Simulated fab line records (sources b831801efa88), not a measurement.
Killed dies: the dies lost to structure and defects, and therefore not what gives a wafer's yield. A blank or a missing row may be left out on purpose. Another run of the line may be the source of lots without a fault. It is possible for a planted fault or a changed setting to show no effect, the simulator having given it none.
fab line records -- flow sky130
record: lots: 15, wafers: 45, lastDay: 50
route steps=708 shown NWELL@68 PWDE@84 VT_ADJUST_NCORE@124 VT_ADJUST_HVTR@142
lots that met no fault: from a run of the same line without faults
startH: start of the lot's first displayed wafer, in hours after the record's first day -- waitH: how many hours have passed since the lot's step before this one -- " repeats the value in the row above -- L1.1+2: a row that stands for several wafers -- - either no value or no given start -- * or withheld: withheld -- < > ~ a bound
route shown NAME@n: names a module that has steps shown in the file, with the first one's number in the route -- usual: mean/standard deviation taken from wafers without a fault -- same: alike in all rows -- chamber/n: place in a boat -- sites: per-site readings -- _std_site: the standard deviation of these -- _edge_site: the outer-site mean with the inner-site mean subtracted -- radiusMm: how far each site lies from the wafer's centre -- mask NAME#n: copy n -- behind: the tool/chamber that last shaped the wafer -- hold: cause of the lot's hold/its duration in hours/its outcome -- device: the n, p or np transistor that did not switch -- end of line: the route-end tests of the same wafers -- for a step that has no rows: nothing shown but its recipe -- killed: not the wafer's yield, but the dies lost to structure and defects at the first sort -- map: shows each die of a wafer: x if killed, . if not, _ if none is there
set.NAME: the run value of the setting; set.NAME@STEP: its run value at that earlier step -- model.NAME: the simulator's own value behind a step, which no gauge read
a sample of lots followed through the steps of the route, with each step as a table and each wafer as a row
services: a tool's chamber out of use, with start hour (startH, from the record's first day; less than 0 if before it), hours out, and reason
== steps ==
step: SKY_NWELL_TW_MEAS_15
usual: NWELL_TW: 1815/11
lot.wafer,tool,chamber,startH,waitH,NWELL_TW
L132.1,filmMetro-04,-,84.27,0.1,1804
L132.2,filmMetro-04,-,84.27,0.1,1812
L132.4,filmMetro-04,-,84.27,0.1,1818
L133.1,filmMetro-04,-,91.81,0.1,1802
L133.3,filmMetro-04,-,91.81,0.1,1806
L133.5,filmMetro-04,-,91.81,0.1,1817
L138.3,filmMetro-02,-,134.65,0.1,1808
L138.4,filmMetro-02,-,134.65,0.1,1825
L138.5,filmMetro-02,-,134.65,0.1,1820
L139.1,filmMetro-02,-,135.17,0.1,1811
L139.4,filmMetro-02,-,135.17,0.1,1818
L139.5,filmMetro-02,-,135.17,0.1,1826
L140.2,filmMetro-02,-,154.77,0.1,1816
L140.4,filmMetro-02,-,154.77,0.1,1810
L140.5,filmMetro-02,-,154.77,0.1,1822
L141.1,filmMetro-02,-,155.06,0.1,1820
L141.2,filmMetro-02,-,155.06,0.1,1821
L141.4,filmMetro-02,-,155.06,0.1,1812
L142.2,filmMetro-01,-,155.13,0.1,1792
L142.5,filmMetro-01,-,155.13,0.1,1793
L142.6,filmMetro-01,-,155.13,0.1,1801
L148.3,filmMetro-02,-,190.20,0.1,1818
L148.4,filmMetro-02,-,190.20,0.1,1814
L148.5,filmMetro-02,-,190.20,0.1,1813
L147.1,filmMetro-04,-,190.91,0.1,1791
L147.2,filmMetro-04,-,190.91,0.1,1792
L147.4,filmMetro-04,-,190.91,0.1,1801
L149.2,filmMetro-02,-,200.52,0.1,1837
L149.3,filmMetro-02,-,200.52,0.1,1836
L149.5,filmMetro-02,-,200.52,0.1,1832
L151.3,filmMetro-02,-,204.50,0.1,1830
L151.4,filmMetro-02,-,204.50,0.1,1831
L151.6,filmMetro-02,-,204.50,0.1,1828
L152.2,filmMetro-04,-,206.38,0.1,1807
L152.3,filmMetro-04,-,206.38,0.1,1810
L152.5,filmMetro-04,-,206.38,0.1,1809
L154.4,filmMetro-04,-,214.60,0.1,1815
L154.5,filmMetro-04,-,214.60,0.1,1815
L154.6,filmMetro-04,-,214.60,0.1,1809
L153.2,filmMetro-02,-,214.62,0.1,1832
L153.3,filmMetro-02,-,214.62,0.1,1821
L153.5,filmMetro-02,-,214.62,0.1,1831
L155.1,filmMetro-04,-,223.62,0.1,1824
L155.4,filmMetro-04,-,223.62,0.1,1825
L155.5,filmMetro-04,-,223.62,0.1,1808
step: SKY_NWELL_RS_MEAS_31
recipe: thkMeasGauge: four-point-probe
usual: PWDE_RS: 5270/18
lot.wafer,tool,chamber,startH,waitH,PWDE_RS[ohm/sq]
L132.1,filmMetro-04,-,101.32,0.1,5245
L132.2,filmMetro-04,-,101.32,0.1,5255
L132.4,filmMetro-04,-,101.32,0.1,5264
L133.1,filmMetro-02,-,109.46,0.1,5295
L133.3,filmMetro-02,-,109.46,0.1,5299
L133.5,filmMetro-02,-,109.46,0.1,5288
L138.3,filmMetro-01,-,154.80,0.1,5277
L138.4,filmMetro-01,-,154.80,0.1,5249
L138.5,filmMetro-01,-,154.80,0.1,5255
L139.1,filmMetro-04,-,155.07,0.1,5263
L139.4,filmMetro-04,-,155.07,0.1,5269
L139.5,filmMetro-04,-,155.07,0.1,5271
L140.2,filmMetro-04,-,176.15,0.1,5291
L140.4,filmMetro-04,-,176.15,0.1,5296
L140.5,filmMetro-04,-,176.15,0.1,5286
L141.1,filmMetro-04,-,176.78,0.1,5279
L141.2,filmMetro-04,-,176.78,0.1,5255
L141.4,filmMetro-04,-,176.78,0.1,5263
L142.2,filmMetro-04,-,177.44,0.1,5269
L142.5,filmMetro-04,-,177.44,0.1,5291
L142.6,filmMetro-04,-,177.44,0.1,5252
L148.3,filmMetro-04,-,213.25,0.1,5255
L148.4,filmMetro-04,-,213.25,0.1,5261
L148.5,filmMetro-04,-,213.25,0.1,5263
L147.1,filmMetro-02,-,214.08,0.1,5271
L147.2,filmMetro-02,-,214.08,0.1,5263
L147.4,filmMetro-02,-,214.08,0.1,5262
L149.2,filmMetro-04,-,223.18,0.1,5291
L149.3,filmMetro-04,-,223.18,0.1,5298
L149.5,filmMetro-04,-,223.18,0.1,5293
L151.3,filmMetro-04,-,226.76,0.1,5247
L151.4,filmMetro-04,-,226.76,0.1,5259
L151.6,filmMetro-04,-,226.76,0.1,5283
L152.2,filmMetro-01,-,227.89,0.1,5238
L152.3,filmMetro-01,-,227.89,0.1,5246
L152.5,filmMetro-01,-,227.89,0.1,5252
L154.4,filmMetro-01,-,237.17,0.1,5270
L154.5,filmMetro-01,-,237.17,0.1,5276
L154.6,filmMetro-01,-,237.17,0.1,5260
L153.2,filmMetro-02,-,237.38,0.1,5277
L153.3,filmMetro-02,-,237.38,0.1,5295
L153.5,filmMetro-02,-,237.38,0.1,5286
L155.1,filmMetro-02,-,246.61,0.1,5247
L155.4,filmMetro-02,-,246.61,0.1,5270
L155.5,filmMetro-02,-,246.61,0.1,5261
step: SKY_VT_ADJUST_NCORE_PEB_05
recipe: tempC: withheld, timeS: *, resist: NOVOLAK
usual: chillPlateTempC: *, exhaustPa: 44.9/0.9
lot.wafer,tool,chamber,startH,waitH,chillPlateTempC,exhaustPa
L132.1,lithoTrack-04,0,175.39,-,*,44.9
L132.2,lithoTrack-04,0,175.39,-,*,45.4
L132.4,lithoTrack-04,0,175.39,-,*,43.8
L133.1,lithoTrack-03,0,187.51,-,*,44.5
L133.3,lithoTrack-03,0,187.51,-,*,45.0
L133.5,lithoTrack-03,0,187.51,-,*,44.8
L138.3,lithoTrack-01,0,239.58,-,*,44.7
L138.4,lithoTrack-01,0,239.58,-,*,44.4
L138.5,lithoTrack-01,0,239.58,-,*,45.1
L139.1,lithoTrack-04,0,242.39,-,*,42.4
L139.4,lithoTrack-04,0,242.39,-,*,43.7
L139.5,lithoTrack-04,0,242.39,-,*,43.5
L140.2,lithoTrack-01,-,264.01,-,-,-
L140.4,lithoTrack-01,-,264.01,-,-,-
L140.5,lithoTrack-01,-,264.01,-,-,-
L141.1,lithoTrack-03,-,267.11,-,-,-
L141.2,lithoTrack-03,-,267.11,-,-,-
L141.4,lithoTrack-03,-,267.11,-,-,-
L142.2,lithoTrack-03,-,267.74,-,-,-
L142.5,lithoTrack-03,-,267.74,-,-,-
L142.6,lithoTrack-03,-,267.74,-,-,-
L148.3,lithoTrack-04,0,308.09,-,*,45.4
L148.4,lithoTrack-04,0,308.09,-,*,45.9
L148.5,lithoTrack-04,0,308.09,-,*,45.9
L147.1,lithoTrack-03,0,308.71,-,*,45.7
L147.2,lithoTrack-03,0,308.71,-,*,46.5
L147.4,lithoTrack-03,0,308.71,-,*,46.6
L149.2,lithoTrack-04,0,320.82,-,*,46.3
L149.3,lithoTrack-04,0,320.82,-,*,45.0
L149.5,lithoTrack-04,0,320.82,-,*,45.5
L151.3,lithoTrack-01,0,325.63,-,*,44.9
L151.4,lithoTrack-01,0,325.63,-,*,45.2
L151.6,lithoTrack-01,0,325.63,-,*,45.3
L152.2,lithoTrack-04,0,327.87,-,*,45.5
L152.3,lithoTrack-04,0,327.87,-,*,45.4
L152.5,lithoTrack-04,0,327.87,-,*,44.9
L154.4,lithoTrack-04,0,337.02,-,*,45.6
L154.5,lithoTrack-04,0,337.02,-,*,44.2
L154.6,lithoTrack-04,0,337.02,-,*,45.2
L153.2,lithoTrack-03,0,338.14,-,*,46.3
L153.3,lithoTrack-03,0,338.14,-,*,45.6
L153.5,lithoTrack-03,0,338.14,-,*,46.7
L155.1,lithoTrack-03,0,349.71,-,*,45.1
L155.4,lithoTrack-03,0,349.71,-,*,45.6
L155.5,lithoTrack-03,0,349.71,-,*,46.1
step: SKY_VT_ADJUST_HVTR_TW_MEAS_11
usual: VT_ADJUST_HVTR_TW: 210.5/1.2
lot.wafer,tool,chamber,startH,waitH,VT_ADJUST_HVTR_TW
L132.1,filmMetro-02,-,197.58,0.1,210.7
L132.2,filmMetro-02,-,197.58,0.1,212.7
L132.4,filmMetro-02,-,197.58,0.1,212.1
L133.1,filmMetro-04,-,210.89,0.1,211.2
L133.3,filmMetro-04,-,210.89,0.1,209.3
L133.5,filmMetro-04,-,210.89,0.1,210.5
L138.3,filmMetro-04,-,263.81,0.1,209.5
L138.4,filmMetro-04,-,263.81,0.1,210.4
L138.5,filmMetro-04,-,263.81,0.1,210.3
L139.1,filmMetro-04,-,266.63,0.1,209.3
L139.4,filmMetro-04,-,266.63,0.1,210.0
L139.5,filmMetro-04,-,266.63,0.1,208.9
L140.2,filmMetro-04,-,290.09,0.1,210.2
L140.4,filmMetro-04,-,290.09,0.1,211.7
L140.5,filmMetro-04,-,290.09,0.1,209.9
L141.1,filmMetro-02,-,293.12,0.1,210.3
L141.2,filmMetro-02,-,293.12,0.1,210.1
L141.4,filmMetro-02,-,293.12,0.1,210.9
L142.2,filmMetro-02,-,293.97,0.1,211.0
L142.5,filmMetro-02,-,293.97,0.1,210.2
L142.6,filmMetro-02,-,293.97,0.1,209.9
L148.3,filmMetro-02,-,335.64,0.1,211.1
L148.4,filmMetro-02,-,335.64,0.1,211.7
L148.5,filmMetro-02,-,335.64,0.1,211.7
L147.1,filmMetro-02,-,336.87,0.1,211.2
L147.2,filmMetro-02,-,336.87,0.1,210.8
L147.4,filmMetro-02,-,336.87,0.1,210.9
L149.2,filmMetro-01,-,349.07,0.1,208.7
L149.3,filmMetro-01,-,349.07,0.1,208.4
L149.5,filmMetro-01,-,349.07,0.1,209.1
L151.3,filmMetro-02,-,354.02,0.1,211.7
L151.4,filmMetro-02,-,354.02,0.1,211.3
L151.6,filmMetro-02,-,354.02,0.1,212.5
L152.2,filmMetro-04,-,356.61,0.1,209.5
L152.3,filmMetro-04,-,356.61,0.1,210.0
L152.5,filmMetro-04,-,356.61,0.1,209.2
L154.4,filmMetro-01,-,365.05,0.1,209.5
L154.5,filmMetro-01,-,365.05,0.1,209.4
L154.6,filmMetro-01,-,365.05,0.1,209.1
L153.2,filmMetro-02,-,366.78,0.1,212.3
L153.3,filmMetro-02,-,366.78,0.1,210.6
L153.5,filmMetro-02,-,366.78,0.1,211.7
L155.1,filmMetro-04,-,378.30,0.1,211.1
L155.4,filmMetro-04,-,378.30,0.1,211.6
L155.5,filmMetro-04,-,378.30,0.1,211.6
== services ==
tool,chamber,startH,hours,kind
lithoTrack-04,-,201.27,-,consumableReplace:filter
lithoTrack-04,-,232.29,-,consumableReplace:filter
== key ==
firstSign: step: SKY_VT_ADJUST_NCORE_PEB_05, reading: toolRecord, direction: missing
effect none on later readings
metAt SKY_VT_ADJUST_NCORE_PEB_05
struckLots L140,L141,L142
sortLeftOut L140.2,L140.4,L140.5,L141.1,L141.2,L141.4,L142.2,L142.5,L142.6
testerLeftOut L140,L141,L142
notActingAt SKY_NWELL_TW_MEAS_15,SKY_NWELL_RS_MEAS_31,SKY_VT_ADJUST_HVTR_TW_MEAS_11
onsetBetween 239.58 264.01
fault: kind: skippedStepWhole, tool: lithoTrack-01,lithoTrack-03, chamber: -, onsetH: 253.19, steps: SKY_VT_ADJUST_NCORE_PEB_05, scope: struckLotsOnly
testerLeftOut: of these lots the tester's yield and bins aren't shown, on N5 and GAA mostly nor the transistor test; their killed dies are dies lost to structure and defects alone, not to doping, threshold or leakage, so they don't give the yield
sortLeftOut: the simulated sort isn't trusted on such a fault, so these wafers' sort isn't shown, and their yield isn't known
